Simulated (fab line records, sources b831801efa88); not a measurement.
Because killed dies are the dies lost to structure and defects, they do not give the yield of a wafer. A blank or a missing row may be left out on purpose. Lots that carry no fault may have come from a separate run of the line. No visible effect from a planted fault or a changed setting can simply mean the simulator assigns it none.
fab line records | flow gf180mcu | part 1 of 2: steps 1 to 42 of 43
record: lots: 7 wafers: 21 last_day: 34
route steps=602 shown V4@492 MIM@503 M5@526 PASSIVATION@602
lots untouched by any fault: they come from a run of this same line in which no faults occurred
start_h: the number of hours between the record's first day and the start of the first shown wafer of the lot | wait_h: hours elapsed since this lot's preceding step | " same as the row above | L1.1+2: a single row standing in for several wafers | - no value, or no start was given | * or withheld: withheld | < > ~ a bound
route shown NAME@n: names a module that has steps shown in the file, with the first one's number in the route | usual: average and standard deviation across the fault-free wafers | same: alike in all rows | chamber/n: place in a boat | sites: the reading at each site | _std_site: standard deviation of those values | _edge_site: mean of outer sites minus mean of inner sites | radius_mm: for every site, how far away it sits from the centre of the wafer | mask NAME#n: copy n | behind: the tool/chamber that last shaped the wafer | hold: the reason the lot was held/the length of the hold in hours/how it ended | device: the n, p or np transistor that did not switch | end of line: tests run on the same wafers once the route is complete | a step without rows: its recipe alone | killed: not the wafer's yield, but the dies lost to structure and defects at the first sort | map: per-die view of a wafer (x killed, . not killed, _ where there is no die)
set.NAME: the setting as run; set.NAME@STEP: as run at that earlier step | model.NAME: the simulator's own value behind a step, which no gauge read
lots seen at some steps along the route; tables by step, rows by wafer
services: when a tool's chamber went out of use (start_h, in hours from the record's first day, below 0 if earlier), for how many hours, and the reason
== steps ==
step: GF_V4_ETCH_16
recipe: chemistry: N2/H2 target_depth_a: withheld overetch_a: withheld time_s: withheld target: BARC ion_energy_ev: 200 source_w: 500 bias_w: 100 pressure_mtorr: 30 n2_flow_sccm: 100 h2_flow_sccm: 200
step: GF_V4_ETCH_17
recipe: chemistry: C4F8/O2/Ar mask_material: KrF target: SiO2 stop_on: TiN source_w: 1500 bias_w: 1200 pressure_mtorr: 40 c4f8_flow_sccm: withheld O2_flow_sccm: 6 Ar_flow_sccm: 300 time_s: withheld target_depth_a: 6300
step: GF_V4_STRIP_18
recipe: chemistry: O2/N2 power_w: 1400 pressure_mtorr: 1500 platen_temp_c: 250 o2_flow_sccm: 3000 n2_flow_sccm: 300 overash_fraction: 0.5
step: GF_V4_STRIP_19
recipe: chemistry: post_etch_residue_remover time_s: 1200 temp_c: 72.5
step: GF_V4_CLEAN_20
recipe: chemistry: DIW dry: n2_spin
step: GF_V4_SPUTTER_21
recipe: material: Ti target_thk_nm: 15 chamber_pressure_pa: 5 power_w: 2500 substrate_temp_c: 200 time_s: 80.02
step: GF_V4_SPUTTER_22
recipe: material: TiN target_thk_nm: 10 chamber_pressure_pa: 5 power_w: 4000 time_s: 40
usual: throttle_valve_pct: 30.0/0.9
same: time_s: 40
columns lot.wafer tool chamber start_h wait_h throttle_valve_pct
L861.1 pvd_sputter-03 - 585.91 0.0 30.6
L861.2 " - " " 29.5
L861.6 " - " " 30.7
L868.2 pvd_sputter-04 - 652.40 0.0 31.0
L868.3 " - " " 29.3
L868.4 " - " " 28.3
L873.1 pvd_sputter-03 - 686.26 0.0 29.4
L873.4 " - " " 30.8
L873.6 " - " " 29.4
L874.1 pvd_sputter-04 - 690.79 0.0 30.3
L874.4 " - " " 28.3
L874.6 " - " " 31.1
L875.1 pvd_sputter-01 - 691.14 0.0 29.4
L875.3 " - " " 31.5
L875.6 " - " " 31.6
L877.2 pvd_sputter-01 - 702.66 0.0 29.3
L877.5 " - " " 29.0
L877.6 " - " " 31.6
L878.2 pvd_sputter-04 - 715.16 0.0 29.5
L878.3 " - " " 28.4
L878.6 " - " " 28.4
step: GF_V4_CVD_23
recipe: material: W target_thk_nm: 350 time_s: 104.9 temp_c: 400 pressure_torr: 40
usual: heater_power_w: 837/92
same: time_s: 104.9
columns lot.wafer tool chamber start_h wait_h heater_power_w
L861.1 cvd_w-02 0 585.95 0.0 954
L861.2 " 1 " " 687
L861.6 " 0 " " 956
L868.2 cvd_w-01 1 652.44 0.0 801
L868.3 " 0 " " 884
L868.4 " 1 " " 802
L873.1 cvd_w-01 1 686.30 0.0 811
L873.4 " 0 " " 909
L873.6 " 1 " " 783
L874.1 cvd_w-02 1 690.83 0.0 686
L874.4 " 0 " " 977
L874.6 " 1 " " 709
L875.1 cvd_w-01 0 691.18 0.0 874
L875.3 " 1 " " 795
L875.6 " 1 " " 787
L877.2 cvd_w-01 0 702.70 0.0 879
L877.5 " 0 " " 900
L877.6 " 1 " " 793
L878.2 cvd_w-01 1 715.20 0.0 798
L878.3 " 0 " " 898
L878.6 " 1 " " 804
step: GF_V4_RS_MEAS_24
recipe: thk_meas_gauge: four-point-probe reads: W_of_V4_CVD_23+TiN_of_V4_SPUTTER_22+Ti_of_V4_SPUTTER_21
usual: V4_W_RS: 0.3266/0.0029
columns lot.wafer tool chamber start_h wait_h V4_W_RS[ohm/sq]
L861.1 film_metro-03 - 586.06 0.1 0.3288
L861.2 " - " " 0.3251
L861.6 " - " " 0.3321
L868.2 film_metro-04 - 652.57 0.1 0.3256
L868.3 " - " " 0.3310
L868.4 " - " " 0.3243
L873.1 film_metro-04 - 686.41 0.1 0.3292
L873.4 " - " " 0.3311
L873.6 " - " " 0.3239
L874.1 film_metro-03 - 690.94 0.1 0.3247
L874.4 " - " " 0.3281
L874.6 " - " " 0.3277
L875.1 film_metro-01 - 691.29 0.1 0.3282
L875.3 " - " " 0.3280
L875.6 " - " " 0.3275
L877.2 film_metro-01 - 702.83 0.1 0.3297
L877.5 " - " " 0.3299
L877.6 " - " " 0.3309
L878.2 film_metro-04 - 715.33 0.1 0.3254
L878.3 " - " " 0.3254
L878.6 " - " " 0.3257
step: GF_V4_THK_MEAS_25
recipe: thk_meas_gauge: xrf reads: W_of_V4_CVD_23
usual: V4_W_THK: 358/4.2
columns lot.wafer tool chamber start_h wait_h V4_W_THK[nm]
L861.1 film_metro-03 - 586.18 0.1 356
L861.2 " - " " 359
L861.6 " - " " 352
L868.2 film_metro-04 - 652.68 0.1 359
L868.3 " - " " 354
L868.4 " - " " 360
L873.1 film_metro-04 - 686.53 0.1 352
L873.4 " - " " 351
L873.6 " - " " 357
L874.1 film_metro-03 - 691.06 0.1 361
L874.4 " - " " 355
L874.6 " - " " 356
L875.1 film_metro-01 - 691.41 0.1 361
L875.3 " - " " 359
L875.6 " - " " 360
L877.2 film_metro-01 - 702.94 0.1 355
L877.5 " - " " 350
L877.6 " - " " 352
L878.2 film_metro-04 - 715.44 0.1 356
L878.3 " - " " 359
L878.6 " - " " 355
step: GF_V4_CMP_26
recipe: stop_on: SiO2 down_force_psi: 3.5 platen_rpm: 60 t_overpolish_s: 15 target_thk_nm: 0 pad_velocity_m_s: 0.94248
step: GF_MIM_SPUTTER_00
recipe: material: Ti target_thk_nm: 37.5 arriving_ion_energy_ev: 80 substrate_temp_c: 200 chamber_pressure_pa: 2 power_w: 4000 time_s: 150
step: GF_MIM_SPUTTER_01
recipe: material: TiN target_thk_nm: 30 power_w: 6500 time_s: 25 chamber_pressure_pa: 0.4
usual: throttle_valve_pct: 30.0/0.89
same: time_s: 25
columns lot.wafer tool chamber start_h wait_h throttle_valve_pct
L861.1 pvd_sputter-02 - 586.64 0.1 31.6
L861.2 " - " " 29.4
L861.6 " - " " 29.5
L868.2 pvd_sputter-04 - 653.13 0.1 30.3
L868.3 " - " " 28.4
L868.4 " - " " 30.9
L873.1 pvd_sputter-03 - 686.99 0.1 30.7
L873.4 " - " " 29.5
L873.6 " - " " 30.4
L874.1 pvd_sputter-03 - 691.52 0.1 30.9
L874.4 " - " " 30.3
L874.6 " - " " 30.7
L875.1 pvd_sputter-04 - 691.87 0.1 28.4
L875.3 " - " " 29.5
L875.6 " - " " 29.5
L877.2 pvd_sputter-03 - 703.39 0.1 30.3
L877.5 " - " " 29.0
L877.6 " - " " 30.2
L878.2 pvd_sputter-03 - 715.89 0.1 30.6
L878.3 " - " " 29.3
L878.6 " - " " 30.7
step: GF_MIM_SPUTTER_02
recipe: material: AlCu target_thk_nm: 450 power_w: 10600 time_s: 23.9 chamber_pressure_pa: 0.4
step: GF_MIM_SPUTTER_03
recipe: material: Ti target_thk_nm: 10 substrate_temp_c: 300 chamber_pressure_pa: 0.3 power_w: 3000 time_s: 6.7
usual: throttle_valve_pct: 30.0/0.91
same: time_s: 6.7
columns lot.wafer tool chamber start_h wait_h throttle_valve_pct
L861.1 pvd_sputter-02 - 586.70 0.0 31.7
L861.2 " - " " 29.4
L861.6 " - " " 29.5
L868.2 pvd_sputter-04 - 653.19 0.0 30.2
L868.3 " - " " 28.3
L868.4 " - " " 30.9
L873.1 pvd_sputter-03 - 687.05 0.0 30.4
L873.4 " - " " 29.4
L873.6 " - " " 30.2
L874.1 pvd_sputter-03 - 691.58 0.0 30.5
L874.4 " - " " 30.3
L874.6 " - " " 30.4
L875.1 pvd_sputter-04 - 691.93 0.0 28.6
L875.3 " - " " 29.4
L875.6 " - " " 29.5
L877.2 pvd_sputter-03 - 703.45 0.0 30.3
L877.5 " - " " 29.4
L877.6 " - " " 30.2
L878.2 pvd_sputter-03 - 715.95 0.0 30.6
L878.3 " - " " 29.5
L878.6 " - " " 30.6
step: GF_MIM_SPUTTER_04
recipe: material: TiN target_thk_nm: 50 power_w: 6500 time_s: 41.7 chamber_pressure_pa: 0.4
step: GF_MIM_CVD_05
recipe: material: Si3N4 target_thk_nm: 42 temp_max_c: 400 temp_c: 385 time_s: 29.086 rf_w: 450
step: GF_MIM_THK_MEAS_06
recipe: reads: Si3N4_of_MIM_CVD_05
usual: MIM_CVD_05_THK: 42.1/0.53
columns lot.wafer tool chamber start_h wait_h MIM_CVD_05_THK[nm]
L861.1 film_metro-02 - 586.80 0.0 41.8
L861.2 " - " " 42.0
L861.6 " - " " 42.7
L868.2 film_metro-02 - 653.29 0.0 41.4
L868.3 " - " " 42.4
L868.4 " - " " 43.2
L873.1 film_metro-02 - 687.14 0.0 42.2
L873.4 " - " " 42.5
L873.6 " - " " 43.3
L874.1 film_metro-03 - 691.67 0.0 41.0
L874.4 " - " " 42.1
L874.6 " - " " 41.3
L875.1 film_metro-03 - 692.02 0.0 42.0
L875.3 " - " " 41.7
L875.6 " - " " 42.4
L877.2 film_metro-03 - 703.55 0.0 41.0
L877.5 " - " " 42.3
L877.6 " - " " 41.8
L878.2 film_metro-02 - 716.05 0.0 41.7
L878.3 " - " " 41.9
L878.6 " - " " 42.7
step: GF_MIM_SPUTTER_07
recipe: material: TiN target_thk_nm: 60 power_w: 6500 time_s: 50 chamber_pressure_pa: 0.4
usual: throttle_valve_pct: 30.2/0.9
same: time_s: 50
columns lot.wafer tool chamber start_h wait_h throttle_valve_pct
L861.1 pvd_sputter-03 - 586.86 0.1 29.3
L861.2 " - " " 30.4
L861.6 " - " " 30.2
L868.2 pvd_sputter-02 - 653.34 0.0 31.0
L868.3 " - " " 29.3
L868.4 " - " " 31.3
L873.1 pvd_sputter-02 - 687.20 0.1 31.5
L873.4 " - " " 29.6
L873.6 " - " " 31.9
L874.1 pvd_sputter-02 - 691.73 0.1 31.7
L874.4 " - " " 31.2
L874.6 " - " " 31.0
L875.1 pvd_sputter-03 - 692.08 0.1 30.4
L875.3 " - " " 29.3
L875.6 " - " " 29.2
L877.2 pvd_sputter-02 - 703.60 0.0 31.5
L877.5 " - " " 29.4
L877.6 " - " " 31.4
L878.2 pvd_sputter-04 - 716.10 0.0 30.1
L878.3 " - " " 28.4
L878.6 " - " " 29.7
step: GF_MIM_SPUTTER_08
recipe: material: AlCu target_thk_nm: 200 power_w: 10600 time_s: 10.6 chamber_pressure_pa: 0.4
step: GF_MIM_SPUTTER_09
recipe: material: TiN target_thk_nm: 35 power_w: 6665 time_s: 29.2 chamber_pressure_pa: 0.4
step: GF_MIM_RS_MEAS_10
recipe: thk_meas_gauge: four-point-probe reads: TiN_of_MIM_SPUTTER_09+AlCu_of_MIM_SPUTTER_08+TiN_of_MIM_SPUTTER_07
usual: MIM_ALCU_RS: 0.1604/0.0018
columns lot.wafer tool chamber start_h wait_h MIM_ALCU_RS[ohm/sq]
L861.1 film_metro-03 - 586.96 0.0 0.1615
L861.2 " - " " 0.1640
L861.6 " - " " 0.1642
L868.2 film_metro-03 - 653.46 0.0 0.1604
L868.3 " - " " 0.1594
L868.4 " - " " 0.1594
L873.1 film_metro-04 - 687.30 0.0 0.1591
L873.4 " - " " 0.1588
L873.6 " - " " 0.1614
L874.1 film_metro-02 - 691.83 0.0 0.1593
L874.4 " - " " 0.1585
L874.6 " - " " 0.1589
L875.1 film_metro-02 - 692.18 0.0 0.1596
L875.3 " - " " 0.1624
L875.6 " - " " 0.1616
L877.2 film_metro-02 - 703.72 0.0 0.1611
L877.5 " - " " 0.1594
L877.6 " - " " 0.1598
L878.2 film_metro-04 - 716.22 0.0 0.1617
L878.3 " - " " 0.1566
L878.6 " - " " 0.1583
step: GF_MIM_THK_MEAS_11
recipe: thk_meas_gauge: xrf reads: AlCu_of_MIM_SPUTTER_08
usual: MIM_ALCU_THK: 202.0/2.3
columns lot.wafer tool chamber start_h wait_h MIM_ALCU_THK[nm]
L861.1 film_metro-03 - 587.08 0.1 200.5
L861.2 " - " " 198.6
L861.6 " - " " 197.8
L868.2 film_metro-03 - 653.57 0.1 202.8
L868.3 " - " " 202.0
L868.4 " - " " 202.9
L873.1 film_metro-04 - 687.42 0.1 204.7
L873.4 " - " " 204.8
L873.6 " - " " 201.5
L874.1 film_metro-02 - 691.95 0.1 203.1
L874.4 " - " " 205.2
L874.6 " - " " 202.7
L875.1 film_metro-02 - 692.30 0.1 201.7
L875.3 " - " " 199.1
L875.6 " - " " 199.8
L877.2 film_metro-02 - 703.83 0.1 200.4
L877.5 " - " " 203.2
L877.6 " - " " 203.3
L878.2 film_metro-04 - 716.33 0.1 200.8
L878.3 " - " " 206.6
L878.6 " - " " 203.5
step: GF_MIM_DEHYDRATE_12
recipe: temp_c: 200 time_s: 60
step: GF_MIM_HMDS_13
recipe: prime_time_s: 60 prime_temp_c: 120
step: GF_MIM_COAT_14
recipe: resist: NOVOLAK spin_rpm: 3000 resist_thk_nm: 1000
step: GF_MIM_SOFTBAKE_15
recipe: temp_c: 90 time_s: 60 resist: NOVOLAK
step: GF_MIM_EXPOSE_16
recipe: mask_id: FuseTop target_cd_nm: 2000 na: 0.6 source_shape: conventional sigma_outer: 0.6 dose_mj: 140
step: GF_MIM_PEB_17
recipe: temp_c: withheld time_s: * resist: NOVOLAK
step: GF_MIM_DEVELOP_18
recipe: develop_time_s: 60 dev_temp_c: 23
step: GF_MIM_METAL_ETCH_19
recipe: chemistry: Cl2/BCl3 mask_material: NOVOLAK stop_on: Si3N4 target_depth_nm: 324.5 pressure_mtorr: 8 icp_w: 800 bias_w: 140 Cl2_flow_sccm: 80 bcl3_flow_sccm: 40 time_s: 54.1
usual: bcl3_flow_sccm: 40.03/0.11 drypump_motor_current_A: 5.7/0.53 oes_product_au: 0.944/0.0062 throttle_valve_pct: 28.281/0.011
same: time_s: 54.1
columns lot.wafer tool chamber start_h wait_h bcl3_flow_sccm drypump_motor_current_A oes_product_au rf_hours_counter_h throttle_valve_pct
L861.1 rie_metal-01 1 607.48 0.1 40.06 4.9 0.934 9.0 28.289
L861.2 " 0 " " 39.84 5.6 0.935 5.5 28.280
L861.6 " 1 " " 40.12 4.9 0.938 - 28.295
L868.2 rie_metal-01 1 672.93 0.1 40.11 4.9 0.950 11.2 28.275
L868.3 " 0 " " 40.09 5.6 0.934 - 28.287
L868.4 " 1 " " 39.96 4.9 0.947 - 28.281
L873.1 rie_metal-02 0 705.98 0.1 40.06 6.5 0.943 6.4 28.290
L873.4 " 1 " " 39.88 5.7 0.942 - 28.282
L873.6 " 1 " " 39.87 5.7 0.937 - 28.282
L874.1 rie_metal-03 0 709.78 0.1 40.15 5.0 0.952 5.0 28.282
L874.4 " 0 " " 39.90 5.0 0.944 - 28.291
L874.6 " 1 " " 40.07 5.8 0.945 - 28.284
L875.1 rie_metal-01 0 710.28 0.1 39.89 5.7 0.942 8.9 28.265
L875.3 " 1 " " 39.79 4.9 0.932 - 28.282
L875.6 " 1 " " 40.05 4.9 0.939 - 28.294
L877.2 rie_metal-02 0 721.93 0.1 39.78 6.5 0.945 7.0 28.293
L877.5 " 0 " " 40.21 6.5 0.948 - 28.274
L877.6 " 1 " " 40.03 5.7 0.948 - 28.294
L878.2 rie_metal-02 1 733.58 0.1 39.85 5.7 0.941 8.1 28.288
L878.3 " 0 " " 39.96 6.5 0.952 - 28.271
L878.6 " 1 " " 39.93 5.7 0.940 - 28.280
step: GF_MIM_STRIP_20
recipe: chemistry: O2/N2 power_w: 1400 pressure_mtorr: 1500 platen_temp_c: 250 o2_flow_sccm: 3000 n2_flow_sccm: 300 overash_fraction: 0.5
step: GF_MIM_STRIP_21
recipe: chemistry: post_etch_residue_remover time_s: 1200 temp_c: 72.5
step: GF_MIM_CLEAN_22
recipe: chemistry: DIW dry: n2_spin
step: GF_M5_DEHYDRATE_00
recipe: temp_c: 200 time_s: 60
step: GF_M5_HMDS_01
recipe: prime_time_s: 60 prime_temp_c: 120
step: GF_M5_COAT_02
recipe: resist: KrF spin_rpm: withheld resist_thk_nm: 1000
step: GF_M5_SOFTBAKE_03
recipe: temp_c: 130 time_s: 60 resist: KrF
step: GF_M5_EXPOSE_04
recipe: mask_id: Metal5 target_cd_nm: 280 na: 0.68 source_shape: conventional sigma_outer: 0.6 dose_mj: 28
step: GF_M5_PEB_05
recipe: peb_temp_c: 135 peb_time_s: 90 resist: KrF
step: GF_M5_DEVELOP_06
recipe: develop_time_s: 60 dev_temp_c: 21
step: GF_M5_CD_MEAS_07
recipe: target_cd_nm: 280
usual: cd_nm: 280.2/1.2
columns lot.wafer tool chamber start_h wait_h cd_nm
L861.1 cd_sem-01 - 629.38 0.1 279.8
L861.2 " - " " 280.5
L861.6 " - " " 280.6
L868.2 cd_sem-02 - 691.75 0.1 280.7
L868.3 " - " " 278.6
L868.4 " - " " 279.8
L873.1 cd_sem-02 - 723.93 0.1 279.5
L873.4 " - " " 281.1
L873.6 " - " " 279.6
L874.1 cd_sem-01 - 728.51 0.1 278.5
L874.4 " - " " 278.4
L874.6 " - " " 278.2
L875.1 cd_sem-01 - 728.86 0.1 280.4
L875.3 " - " " 280.0
L875.6 " - " " 280.4
L877.2 cd_sem-01 - 739.50 0.1 281.3
L877.5 " - " " 280.7
L877.6 " - " " 280.7
L878.2 cd_sem-01 - 750.90 0.1 276.1
L878.3 " - " " 275.8
L878.6 " - " " 277.1
